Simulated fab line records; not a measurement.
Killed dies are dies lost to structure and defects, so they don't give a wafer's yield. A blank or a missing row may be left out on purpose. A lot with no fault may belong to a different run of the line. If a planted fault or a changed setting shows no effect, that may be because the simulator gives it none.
A struck lot beside a sound one    flow sky130    15 steps out of a route of 708
Sound: wafers L909.3, L909.5, L909.6. Wafers struck: L926.2, L926.3, L926.6. The cause is named last.
For every step that has rows: the tool of each side, followed by ch and its chambers, followed by its first start. Under that, the readings that differ: sound wafers    struck wafers    difference of the means    sigmas: that difference in standard deviations of wafers without a fault.
alike: words and numbers the same on both sides, and readings whose means are apart by under 2 such deviations; not compared: readings that were withheld, readings missing a value for some wafer, numbers with overlapping values and no deviation given by the record, and bounds like >300 which may hide the same value.
A row with sigmas, a row that says differs or no value, or rows on one side alone: a step with any of these is where the two part. When numbers do not overlap yet have no deviation, they are printed without sigmas and do not part them. A reading missing from all wafers of one side parts the sides only when that side holds two or more wafers.

first, 3 steps without rows for these wafers: SKY_LI_CONTACT_EXPOSE_09 (exposes mask LICM1, target cd 170 nm); SKY_LI_CONTACT_PEB_10; SKY_LI_CONTACT_DEVELOP_11 (develop time 60 s).
SKY_LI_CONTACT_CD_MEAS_12: target cd 170 nm.
  struck on cd-sem-01, day 34 19:37; sound on cd-sem-02, day 30 04:01
  alike: cd-nm
SKY_LI_CONTACT_OVL_MEAS_13:
  struck on overlay-01, day 34 19:44; sound on overlay-02, day 30 04:07
  alike: LI_CONTACT_OVL
SKY_LI_CONTACT_ETCH_14: etches BARC in N2/H2, stops on SiO2, time 45.9 s, target depth 60 nm.
  sound on rie-diel-01 ch 2,3, day 30 04:08; struck on rie-diel-04 ch 0,1,3, day 34 19:46
  alike: bias-w, drypump-motor-current-A, oes-product-au, throttle-valve-pct
  not compared: rf-hours-counter-h
SKY_LI_CONTACT_ETCH_15: etches PSG in C4F8/O2/Ar, stops on Si, target depth 600 nm.
  sound on rie-diel-01 ch 2,3, day 30 04:11; struck on rie-diel-04 ch 0,1,3, day 34 19:48
  alike: bias-w, oes-product-au
SKY_LI_CONTACT_STRIP_16: strips in O2/N2.
  sound on plasma-asher-03 ch 0,1, day 30 04:18; struck on plasma-asher-01 ch 0,1, day 34 19:53
  alike: drypump-motor-current-A, o2-flow-sccm, oes-product-au, strip-time-to-endpoint-s
  not compared: rf-hours-counter-h
then, 2 steps without rows for these wafers: SKY_LI_CONTACT_CLEAN_17 (cleans in NMP, time 600 s); SKY_LI_CONTACT_PRE_CLEAN_18 (time 5.6 s).
SKY_LI_CONTACT_SPUTTER_19: material Ti, target thk 20 nm, time 106.37 s.
  struck on pvd-sputter-01, day 34 20:12; sound on pvd-sputter-04, day 30 04:34
  alike: throttle-valve-pct
SKY_LI_CONTACT_SPUTTER_20: material TiN, target thk 20 nm, time 80 s.
  struck on pvd-sputter-01, day 34 20:16; sound on pvd-sputter-04, day 30 04:38
  alike: throttle-valve-pct
SKY_LI_CONTACT_CVD_21: deposits W, target thk 400 nm, time 120.56 s.
  sound on cvd-w-02 ch 0, day 30 04:47; struck on cvd-w-02 ch 1, day 34 20:20
reading                                   sound                 struck                difference  sigmas
susceptor-temp-C (C)                      399.87 399.75 400.05  397.78 397.45 397.69  -2.25       -9
model.W_of_LI_CONTACT_CVD_21.thk-nm (nm)  398.3 400.8 395.3     385.3 381.6 384.4     -14.4       
  alike: heater-power-w
SKY_LI_CONTACT_RS_MEAS_22: a four-point-probe measurement.
  struck on film-metro-04, day 34 20:29; sound on film-metro-03, day 30 04:59
reading                   sound                 struck                difference  sigmas
LI_CONTACT_W_RS (ohm/sq)  0.2857 0.2841 0.2884  0.2952 0.2984 0.2962  +0.0105     +4
SKY_LI_CONTACT_THK_MEAS_23: measures by xrf.
  struck on film-metro-04, day 34 20:35; sound on film-metro-03, day 30 05:05
  alike: LI_CONTACT_W_THK

## WHERE THEY PART
At SKY_LI_CONTACT_CVD_21 first; at SKY_LI_CONTACT_RS_MEAS_22 last (within this record only). Later steps at which nothing parts them and some readings are alike: SKY_LI_CONTACT_THK_MEAS_23.

WHY: what the simulator had put in
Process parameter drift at SKY_LI_CONTACT_CVD_21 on cvd-w-02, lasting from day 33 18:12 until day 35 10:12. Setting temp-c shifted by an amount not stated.
